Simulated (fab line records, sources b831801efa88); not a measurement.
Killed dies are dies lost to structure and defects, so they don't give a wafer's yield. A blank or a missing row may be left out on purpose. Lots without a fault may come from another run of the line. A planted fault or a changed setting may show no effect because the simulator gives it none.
Chamber matching | flow sky130 | SKY_VIA2_ETCH_14 on rie_diel-02: 4 sister chambers
The step etches BARC in N2/H2, stops on SiO2, time 45.9 s, target depth 60 nm. 16 wafers are shown with their chamber, then 8 later ones without.

WAFERS WITH THEIR CHAMBER
wafer  | chamber | drypump_motor_current_A (A) | chamber_pressure_mTorr (mTorr) | throttle_valve_pct (%)
L078.3 | 3       | 5.8                         | 30.018                         | 13.213
L078.4 | 0       | 5.2                         | 29.944                         | 13.235
L078.6 | 3       | 5.8                         | 30.070                         | 13.221
L079.2 | 2       | 5.6                         | 30.016                         | 13.222
L079.3 | 1       | 6.0                         | 29.960                         | 13.224
L079.4 | 0       | 5.2                         | 29.982                         | 13.240
L080.2 | 2       | 5.5                         | 29.989                         | 13.213
L080.5 | 2       | 5.6                         | 29.997                         | 13.219
L080.6 | 3       | 5.8                         | 30.003                         | 13.224
L085.1 | 1       | 6.0                         | 30.002                         | 13.223
L085.4 | 0       | 5.2                         | 29.997                         | 13.222
L085.5 | 0       | 5.2                         | 29.976                         | 13.216
L087.3 | 2       | 5.5                         | 30.012                         | 13.230
L087.4 | 3       | 5.8                         | 29.999                         | 13.228
L087.6 | 1       | 6.0                         | 30.023                         | 13.226
L090.2 | 1       | 6.0                         | 29.995                         | 13.230

SIGNATURES (means of the wafers above)
reading                 | chamber 0 | chamber 1 | chamber 2 | chamber 3 | scatter within a chamber
drypump_motor_current_A | 5.200     | 6.000     | 5.550     | 5.800     | 0.0289
chamber_pressure_mTorr  | 29.97475  | 29.99500  | 30.00350  | 30.02250  | 0.0246
throttle_valve_pct      | 13.22825  | 13.22575  | 13.22100  | 13.22150  | 0.00749
Rule: a wafer's distance from a chamber is the root of the sum, over the readings, of the square of ((its reading less the chamber's mean) divided by the reading's scatter). The wafer belongs to the nearest chamber; if the next one is less than 2 further off, it can't be placed. The scatter: the root of (the sum of the squares of (reading less its chamber's mean) over the shown wafers, divided by (wafers less chambers)).

WAFERS WITHOUT THEIR CHAMBER
wafer  | drypump_motor_current_A (A) | chamber_pressure_mTorr (mTorr) | throttle_valve_pct (%)
L090.5 | 5.6                         | 29.992                         | 13.236
L090.6 | 6.0                         | 29.969                         | 13.233
L093.4 | 5.2                         | 29.993                         | 13.205
L093.5 | 5.2                         | 29.999                         | 13.225
L093.6 | 5.8                         | 30.004                         | 13.237
L095.3 | 5.2                         | 30.021                         | 13.226
L095.4 | 5.5                         | 29.975                         | 13.229
L095.5 | 5.8                         | 29.975                         | 13.232

WHICH CHAMBER EACH WENT THROUGH
wafer  | from the rows above | in truth
L090.5 | 2                   | 2
L090.6 | 1                   | 1
L093.4 | 0                   | 0
L093.5 | 0                   | 0
L093.6 | 3                   | 3
L095.3 | 0                   | 0
L095.4 | 2                   | 2
L095.5 | 3                   | 3
Placed correctly: 8 of 8. Can't be placed from these rows: 0. Placed wrongly: 0.
